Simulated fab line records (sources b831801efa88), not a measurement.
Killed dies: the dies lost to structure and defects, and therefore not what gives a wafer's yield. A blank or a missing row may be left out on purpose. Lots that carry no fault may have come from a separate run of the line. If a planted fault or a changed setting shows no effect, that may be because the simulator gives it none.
fab line records -- flow sky130
record lots=6, wafers=18, last_day=50
route steps=708 shown LI_CONTACT@371 LOCAL_INTERCONNECT@387
lots that met no fault: from a run of the same line without faults
start_h: hours from the record's opening day to when the first of the lot's shown wafers began -- wait_h: hours since the lot's step before -- " unchanged from the row above -- L1.1+2: one row covering several wafers at once -- - no value, or no start given -- * or withheld: withheld -- < > ~ a bound
route shown NAME@n: names a module that has steps shown in the file, with the first one's number in the route -- usual: mean/standard deviation of fault-free wafers -- same: alike in all rows -- chamber/n: place in a boat -- sites: each site's reading -- _std_site: the standard deviation of these -- _edge_site: the outer-site mean with the inner-site mean subtracted -- radius_mm: for every site, how far away it sits from the centre of the wafer -- mask NAME#n: copy n -- behind: tool/chamber where the wafer was last shaped -- hold: what put the lot on hold/how long, in hours/how the hold closed -- device: the n, p or np transistor that did not switch -- end of line: the route-end tests of the same wafers -- where a step has no rows: the recipe by itself -- killed: at the first sort, the dies lost to defects and structure; wafer yield is something else -- map: shows each die of a wafer: x if killed, . if not, _ if none is there
set.NAME: the run value of the setting; set.NAME@STEP: its run value at that earlier step -- model.NAME: the simulator's own value behind a step, which no gauge read
a table for each step, a row for each wafer; lots at some steps of the route
services: when a tool's chamber went out of use (start_h, in hours from the record's first day, below 0 if earlier), for how many hours, and the reason
## steps
# step SKY_LI_CONTACT_EXPOSE_09
# recipe mask_id=LICM1, na=0.8, source_shape=annular, sigma_inner=0.55, sigma_outer=0.85, target_cd_nm=170, dose_mj=38
# step SKY_LI_CONTACT_PEB_10
# recipe peb_temp_c=withheld, peb_time_s=withheld, resist=KrF-thick
# step SKY_LI_CONTACT_DEVELOP_11
# recipe develop_time_s=60, resist=KrF-thick, dev_temp_c=21
# step SKY_LI_CONTACT_CD_MEAS_12
# recipe target_cd_nm=170
# usual cd_nm=170.3/1.6
lot.wafer,tool,chamber,start_h,wait_h,cd_nm
L521.2,cd_sem-01,-,680.98,-,166.6
L521.4,cd_sem-01,-,680.98,-,167.5
L521.6,cd_sem-01,-,680.98,-,166.9
L529.1,cd_sem-02,-,746.01,-,173.1
L529.3,cd_sem-02,-,746.01,-,171.9
L529.6,cd_sem-02,-,746.01,-,170.9
L535.1,cd_sem-01,-,787.11,-,170.1
L535.2,cd_sem-01,-,787.11,-,168.9
L535.5,cd_sem-01,-,787.11,-,169.2
L538.2,cd_sem-02,-,810.55,-,170.9
L538.3,cd_sem-02,-,810.55,-,170.8
L538.6,cd_sem-02,-,810.55,-,170.6
L541.3,cd_sem-01,-,828.05,-,170.5
L541.5,cd_sem-01,-,828.05,-,170.8
L541.6,cd_sem-01,-,828.05,-,170.9
L543.1,cd_sem-01,-,840.53,-,170.1
L543.2,cd_sem-01,-,840.53,-,170.1
L543.4,cd_sem-01,-,840.53,-,169.8
# step SKY_LI_CONTACT_OVL_MEAS_13
# usual LI_CONTACT_OVL=-2/4.6
lot.wafer,tool,chamber,start_h,wait_h,LI_CONTACT_OVL[nm]
L521.2,overlay-01,-,681.08,0.1,4
L521.4,overlay-01,-,681.08,0.1,-3
L521.6,overlay-01,-,681.08,0.1,-1
L529.1,overlay-01,-,746.13,0.1,3
L529.3,overlay-01,-,746.13,0.1,-5
L529.6,overlay-01,-,746.13,0.1,-5
L535.1,overlay-01,-,787.23,0.1,-9
L535.2,overlay-01,-,787.23,0.1,-12
L535.5,overlay-01,-,787.23,0.1,-11
L538.2,overlay-02,-,810.66,0.1,-9
L538.3,overlay-02,-,810.66,0.1,-3
L538.6,overlay-02,-,810.66,0.1,1
L541.3,overlay-01,-,828.14,0.1,3
L541.5,overlay-01,-,828.14,0.1,1
L541.6,overlay-01,-,828.14,0.1,0
L543.1,overlay-01,-,840.65,0.1,-10
L543.2,overlay-01,-,840.65,0.1,-7
L543.4,overlay-01,-,840.65,0.1,-9
# step SKY_LI_CONTACT_ETCH_14
# recipe chemistry=N2/H2, target=BARC, ion_energy_ev=200, source_w=500, bias_w=100, pressure_mtorr=30, n2_flow_sccm=100, h2_flow_sccm=200, stop_on=SiO2, time_s=45.9, target_depth_a=600
# usual drypump_motor_current_A=5.8/0.41, oes_product_au=0.856/0.0049, throttle_valve_pct=13.224/0.0089
lot.wafer,tool,chamber,start_h,wait_h,drypump_motor_current_A,oes_product_au,rf_hours_counter_h,throttle_valve_pct
L521.2,rie_diel-02,0,681.11,0.0,6.1,0.856,4,13.215
L521.4,rie_diel-02,2,681.11,0.0,6.3,0.859,8,13.222
L521.6,rie_diel-02,2,681.11,0.0,6.3,0.850,-,13.228
L529.1,rie_diel-04,1,746.16,0.0,5.4,0.856,45,13.222
L529.3,rie_diel-04,2,746.16,0.0,5.3,0.850,3,13.237
L529.6,rie_diel-04,2,746.16,0.0,5.3,0.856,-,13.228
L535.1,rie_diel-03,3,787.26,0.0,5.8,0.853,18,13.229
L535.2,rie_diel-03,1,787.26,0.0,6.1,0.854,13,13.224
L535.5,rie_diel-03,0,787.26,0.0,5.2,0.847,-,13.232
L538.2,rie_diel-02,0,810.69,0.0,6.2,0.853,6,13.221
L538.3,rie_diel-02,2,810.69,0.0,6.3,0.853,11,13.234
L538.6,rie_diel-02,0,810.69,0.0,6.2,0.854,-,13.229
L541.3,rie_diel-03,2,828.16,0.0,5.8,0.850,4,13.215
L541.5,rie_diel-03,3,828.16,0.0,5.9,0.853,-,13.230
L541.6,rie_diel-03,2,828.16,0.0,5.8,0.848,-,13.219
L543.1,rie_diel-02,2,840.69,0.0,6.2,0.859,11,13.222
L543.2,rie_diel-02,0,840.69,0.0,6.1,0.863,7,13.216
L543.4,rie_diel-02,3,840.69,0.0,5.6,0.861,5,13.231
# step SKY_LI_CONTACT_ETCH_15
# recipe target=PSG, chemistry=C4F8/O2/Ar, stop_on=Si, taper_deg=4.15, mask_material=KrF-thick, source_w=1500, bias_w=1200, pressure_mtorr=40, c4f8_flow_sccm=withheld, O2_flow_sccm=6, Ar_flow_sccm=300, time_s=withheld, target_depth_a=6000
# usual oes_product_au=0.837/0.0049
lot.wafer,tool,chamber,start_h,wait_h,oes_product_au
L521.2,rie_diel-02,0,681.16,0.0,0.835
L521.4,rie_diel-02,2,681.16,0.0,0.839
L521.6,rie_diel-02,2,681.16,0.0,0.830
L529.1,rie_diel-04,1,746.21,0.0,0.833
L529.3,rie_diel-04,2,746.21,0.0,0.834
L529.6,rie_diel-04,2,746.21,0.0,0.838
L535.1,rie_diel-03,3,787.31,0.0,0.832
L535.2,rie_diel-03,1,787.31,0.0,0.841
L535.5,rie_diel-03,0,787.31,0.0,0.831
L538.2,rie_diel-02,0,810.73,0.0,0.849
L538.3,rie_diel-02,2,810.73,0.0,0.839
L538.6,rie_diel-02,0,810.73,0.0,0.841
L541.3,rie_diel-03,2,828.21,0.0,0.844
L541.5,rie_diel-03,3,828.21,0.0,0.839
L541.6,rie_diel-03,2,828.21,0.0,0.836
L543.1,rie_diel-02,2,840.73,0.0,0.838
L543.2,rie_diel-02,0,840.73,0.0,0.826
L543.4,rie_diel-02,3,840.73,0.0,0.836
# step SKY_LI_CONTACT_STRIP_16
# recipe chemistry=O2/N2, power_w=1400, pressure_mtorr=1500, platen_temp_c=withheld, o2_flow_sccm=3000, n2_flow_sccm=300, overash_fraction=0.5
# usual drypump_motor_current_A=5.6/0.64, oes_product_au=0.375/0.0048, strip_time_to_endpoint_s=3.497/0.022
lot.wafer,tool,chamber,start_h,wait_h,drypump_motor_current_A,oes_product_au,rf_hours_counter_h,strip_time_to_endpoint_s
L521.2,plasma_asher-03,0,681.24,-,6.2,0.380,54,3.497
L521.4,plasma_asher-03,1,681.24,-,5.3,0.376,-,3.510
L521.6,plasma_asher-03,1,681.24,-,5.3,0.365,-,3.493
L529.1,plasma_asher-04,0,746.29,-,5.1,0.380,32,3.516
L529.3,plasma_asher-04,0,746.29,-,5.1,0.376,-,3.526
L529.6,plasma_asher-04,0,746.29,-,5.1,0.379,-,3.530
L535.1,plasma_asher-03,1,787.39,-,5.3,0.377,64,3.523
L535.2,plasma_asher-03,0,787.39,-,6.2,0.377,64,3.497
L535.5,plasma_asher-03,1,787.39,-,5.3,0.373,-,3.504
L538.2,plasma_asher-04,1,810.82,-,6.7,0.379,39,3.507
L538.3,plasma_asher-04,0,810.82,-,5.1,0.380,-,3.483
L538.6,plasma_asher-04,0,810.82,-,5.1,0.374,-,3.521
L541.3,plasma_asher-01,0,828.33,-,4.8,0.380,-,3.478
L541.5,plasma_asher-01,1,828.33,-,5.2,0.373,-,3.505
L541.6,plasma_asher-01,0,828.33,-,4.9,0.373,-,3.486
L543.1,plasma_asher-03,0,840.82,-,6.2,0.381,70,3.576
L543.2,plasma_asher-03,1,840.82,-,5.3,0.373,70,3.535
L543.4,plasma_asher-03,1,840.82,-,5.3,0.382,-,3.542
# step SKY_LI_CONTACT_CLEAN_17
# recipe chemistry=NMP, time_s=600, temp_c=60, dry=n2_spin
# step SKY_LI_CONTACT_PRE_CLEAN_18
# recipe gas=Ar, time_s=5.6, bias_v=358
# step SKY_LI_CONTACT_SPUTTER_19
# recipe material=Ti, target_thk_nm=20, chamber_pressure_pa=5, power_w=2500, substrate_temp_c=200, time_s=106.37
# usual throttle_valve_pct=30.3/1
lot.wafer,tool,chamber,start_h,wait_h,throttle_valve_pct
L521.2,pvd_sputter-04,-,681.71,0.0,31.4
L521.4,pvd_sputter-04,-,681.71,0.0,31.5
L521.6,pvd_sputter-04,-,681.71,0.0,30.9
L529.1,pvd_sputter-03,-,746.59,0.0,31.0
L529.3,pvd_sputter-03,-,746.59,0.0,29.9
L529.6,pvd_sputter-03,-,746.59,0.0,30.4
L535.1,pvd_sputter-03,-,787.69,0.0,31.2
L535.2,pvd_sputter-03,-,787.69,0.0,29.8
L535.5,pvd_sputter-03,-,787.69,0.0,30.3
L538.2,pvd_sputter-02,-,811.11,0.0,29.4
L538.3,pvd_sputter-02,-,811.11,0.0,32.2
L538.6,pvd_sputter-02,-,811.11,0.0,29.4
L541.3,pvd_sputter-04,-,828.59,0.0,29.3
L541.5,pvd_sputter-04,-,828.59,0.0,31.7
L541.6,pvd_sputter-04,-,828.59,0.0,29.5
L543.1,pvd_sputter-02,-,841.11,0.0,30.8
L543.2,pvd_sputter-02,-,841.11,0.0,29.7
L543.4,pvd_sputter-02,-,841.11,0.0,29.3
# step SKY_LI_CONTACT_SPUTTER_20
# recipe material=TiN, target_thk_nm=20, chamber_pressure_pa=5, power_w=4000, time_s=80
# usual throttle_valve_pct=30.2/0.99
lot.wafer,tool,chamber,start_h,wait_h,throttle_valve_pct
L521.2,pvd_sputter-04,-,681.79,0.0,31.1
L521.4,pvd_sputter-04,-,681.79,0.0,31.6
L521.6,pvd_sputter-04,-,681.79,0.0,31.2
L529.1,pvd_sputter-03,-,746.66,0.0,31.0
L529.3,pvd_sputter-03,-,746.66,0.0,29.7
L529.6,pvd_sputter-03,-,746.66,0.0,30.5
L535.1,pvd_sputter-03,-,787.76,0.0,31.3
L535.2,pvd_sputter-03,-,787.76,0.0,29.8
L535.5,pvd_sputter-03,-,787.76,0.0,30.6
L538.2,pvd_sputter-02,-,811.19,0.0,29.5
L538.3,pvd_sputter-02,-,811.19,0.0,31.9
L538.6,pvd_sputter-02,-,811.19,0.0,29.7
L541.3,pvd_sputter-04,-,828.66,0.0,29.5
L541.5,pvd_sputter-04,-,828.66,0.0,31.5
L541.6,pvd_sputter-04,-,828.66,0.0,29.7
L543.1,pvd_sputter-02,-,841.19,0.0,30.7
L543.2,pvd_sputter-02,-,841.19,0.0,29.4
L543.4,pvd_sputter-02,-,841.19,0.0,29.5
# step SKY_LI_CONTACT_CVD_21
# recipe material=W, target_thk_nm=400, time_s=120.56, temp_c=400, pressure_torr=40
# usual chamber_pressure_Torr=39.99/0.092, heater_power_w=836/130
lot.wafer,tool,chamber,start_h,wait_h,chamber_pressure_Torr,heater_power_w,since_wet_clean_h,model.W_of_LI_CONTACT_CVD_21.thk_nm
L521.2,cvd_w-02,0,681.85,0.0,40.12,1008,278,395.8
L521.4,cvd_w-02,0,681.85,0.0,39.93,1019,-,397.5
L521.6,cvd_w-02,1,681.85,0.0,39.81,765,-,402.6
L529.1,cvd_w-01,0,746.72,0.0,40.01,828,843,416
L529.3,cvd_w-01,0,746.72,0.0,40.04,833,-,417.6
L529.6,cvd_w-01,0,746.72,0.0,40.08,847,-,413.1
L535.1,cvd_w-02,1,787.82,0.0,40.07,784,384,219.4
L535.2,cvd_w-02,0,787.82,0.0,40.17,1029,384,223.4
L535.5,cvd_w-02,0,787.82,0.0,40.15,1039,-,219.6
L538.2,cvd_w-02,0,811.25,0.0,39.85,1022,407,208.9
L538.3,cvd_w-02,0,811.25,0.0,39.84,1032,-,215.6
L538.6,cvd_w-02,1,811.25,0.0,40.06,789,-,217.8
L541.3,cvd_w-01,0,828.77,0.1,39.92,829,-,415
L541.5,cvd_w-01,1,828.77,0.1,39.93,683,-,408.3
L541.6,cvd_w-01,0,828.77,0.1,39.97,848,-,413.3
L543.1,cvd_w-01,1,841.25,0.0,39.93,663,937,404.9
L543.2,cvd_w-01,0,841.25,0.0,39.93,838,937,419.2
L543.4,cvd_w-01,1,841.25,0.0,39.88,657,-,401.5
# step SKY_LI_CONTACT_RS_MEAS_22
# recipe thk_meas_gauge=four-point-probe, reads=W_of_LI_CONTACT_CVD_21+TiN_of_LI_CONTACT_SPUTTER_20+Ti_of_LI_CONTACT_SPUTTER_19
# usual LI_CONTACT_W_RS=0.282/0.0044
lot.wafer,tool,chamber,start_h,wait_h,LI_CONTACT_W_RS[ohm/sq]
L521.2,film_metro-01,-,681.99,0.1,0.288
L521.4,film_metro-01,-,681.99,0.1,0.287
L521.6,film_metro-01,-,681.99,0.1,0.283
L529.1,film_metro-02,-,746.97,0.2,0.274
L529.3,film_metro-02,-,746.97,0.2,0.273
L529.6,film_metro-02,-,746.97,0.2,0.276
L535.1,film_metro-01,-,787.95,0.1,0.521
L535.2,film_metro-01,-,787.95,0.1,0.511
L535.5,film_metro-01,-,787.95,0.1,0.521
L538.2,film_metro-03,-,811.39,0.1,0.548
L538.3,film_metro-03,-,811.39,0.1,0.530
L538.6,film_metro-03,-,811.39,0.1,0.525
L541.3,film_metro-03,-,828.89,0.1,0.275
L541.5,film_metro-03,-,828.89,0.1,0.279
L541.6,film_metro-03,-,828.89,0.1,0.276
L543.1,film_metro-02,-,841.37,0.1,0.282
L543.2,film_metro-02,-,841.37,0.1,0.272
L543.4,film_metro-02,-,841.37,0.1,0.284
# step SKY_LI_CONTACT_THK_MEAS_23
# recipe thk_meas_gauge=xrf, reads=W_of_LI_CONTACT_CVD_21
# usual LI_CONTACT_W_THK=393/7.4
lot.wafer,tool,chamber,start_h,wait_h,LI_CONTACT_W_THK[nm]
L521.2,film_metro-01,-,682.10,0.1,379
L521.4,film_metro-01,-,682.10,0.1,382
L521.6,film_metro-01,-,682.10,0.1,386
L529.1,film_metro-02,-,747.09,0.1,406
L529.3,film_metro-02,-,747.09,0.1,407
L529.6,film_metro-02,-,747.09,0.1,402
L535.1,film_metro-01,-,788.07,0.1,213
L535.2,film_metro-01,-,788.07,0.1,219
L535.5,film_metro-01,-,788.07,0.1,214
L538.2,film_metro-03,-,811.50,0.1,207
L538.3,film_metro-03,-,811.50,0.1,213
L538.6,film_metro-03,-,811.50,0.1,216
L541.3,film_metro-03,-,828.99,0.1,403
L541.5,film_metro-03,-,828.99,0.1,397
L541.6,film_metro-03,-,828.99,0.1,403
L543.1,film_metro-02,-,841.49,0.1,396
L543.2,film_metro-02,-,841.49,0.1,413
L543.4,film_metro-02,-,841.49,0.1,394
# step SKY_LI_CONTACT_CMP_24
# recipe stop_on=PSG, t_overpolish_s=20, down_force_psi=3.5, platen_rpm=60, target_thk_nm=0, pad_velocity_m_s=0.94248
# usual motor_current_A=10.7/0.86, time_to_endpoint_s=98/3.2
lot.wafer,tool,chamber,start_h,wait_h,motor_current_A,time_to_endpoint_s
L521.2,cmp-02,1,682.15,0.0,9.9,94
L521.4,cmp-02,3,682.15,0.0,10.3,95
L521.6,cmp-02,2,682.15,0.0,11.2,101
L529.3,cmp-01,1,747.25,0.1,9.9,100
L529.1,cmp-01,2,747.25,0.1,12.1,97
L529.6,cmp-01,0,747.25,0.1,11.0,97
L535.1,cmp-02,0,788.18,0.1,11.7,51
L535.2,cmp-02,2,788.18,0.1,11.1,53
L535.5,cmp-02,3,788.18,0.1,10.1,52
L538.2,cmp-01,0,811.55,0.0,10.8,54
L538.3,cmp-01,1,811.55,0.0,9.5,56
L538.6,cmp-01,0,811.55,0.0,10.9,56
L541.3,cmp-01,0,829.18,0.2,11.0,106
L541.5,cmp-01,1,829.18,0.2,10.3,102
L541.6,cmp-01,2,829.18,0.2,12.1,104
L543.4,cmp-01,3,841.55,0.0,10.3,97
L543.2,cmp-01,0,841.55,0.0,10.7,106
L543.1,cmp-01,2,841.55,0.0,12.3,95
# step SKY_LOCAL_INTERCONNECT_SPUTTER_00
# recipe material=TiN, target_thk_nm=100, temp_c=300, power_w=6500, time_s=83.3, chamber_pressure_pa=0.4
## services
tool,chamber,start_h,hours,kind
rie_diel-04,0,659.10,6.7,repair
rie_diel-03,1,663.16,2.8,repair
rie_diel-02,-,676.39,0.3,repair
rie_diel-03,3,677.31,1.3,repair
rie_diel-03,0,682.22,8.5,repair
cvd_w-01,-,686.25,6.9,pm
cmp-01,-,689.07,5.4,repair
pvd_sputter-03,-,706.65,4.3,repair
rie_diel-03,2,708.85,10.9,repair
cmp-01,-,716.86,4.7,pm
rie_diel-03,0,721.51,9.8,repair
pvd_sputter-02,-,725.27,4.5,repair
rie_diel-03,2,727.91,13.7,repair
rie_diel-03,3,731.03,4.4,repair
cvd_w-01,1,732.66,18.9,repair
cmp-01,-,738.52,3.1,repair
rie_diel-03,3,744.27,6.0,repair
pvd_sputter-03,-,777.55,8.3,repair
cvd_w-01,-,780.92,1.2,repair
pvd_sputter-03,-,791.39,2.1,repair
cmp-01,-,797.56,1.1,repair
plasma_asher-03,-,800.64,3.2,repair
rie_diel-02,-,812.62,2.8,pm
plasma_asher-03,-,817.15,0.5,repair
## key
first_sign step=SKY_LI_CONTACT_RS_MEAS_22, reading=LI_CONTACT_W_RS, direction=up, sigmas=55, usual=0.282, struck=0.526
effect step=SKY_LI_CONTACT_THK_MEAS_23, reading=LI_CONTACT_W_THK, direction=down, sigmas=24, usual=393, struck=214
effect step=SKY_LI_CONTACT_CMP_24, reading=time_to_endpoint_s, direction=down, sigmas=14, usual=*, struck=*
model_effect step=SKY_LI_CONTACT_CVD_21, value=W_of_LI_CONTACT_CVD_21.thk_nm, without=397.1, struck=217.5
met_at SKY_LI_CONTACT_CVD_21
struck_wafers L535.1,L535.2,L535.5,L538.2,L538.3,L538.6
tester_left_out L535,L538
onset_between 681.85 787.82
fault kind=process_parameter_drift, tool=cvd_w-02, chamber=-, onset_h=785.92, steps=SKY_LI_CONTACT_CVD_21, channel=target_thk_nm, offset=-180.71, shape=step, end_h=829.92, acts_in=these_recipes_only, stated=400
# tester_left_out: of these lots the tester's yield and bins aren't shown, on N5 and GAA mostly nor the transistor test; their killed dies are dies lost to structure and defects alone, not to doping, threshold or leakage, so they don't give the yield
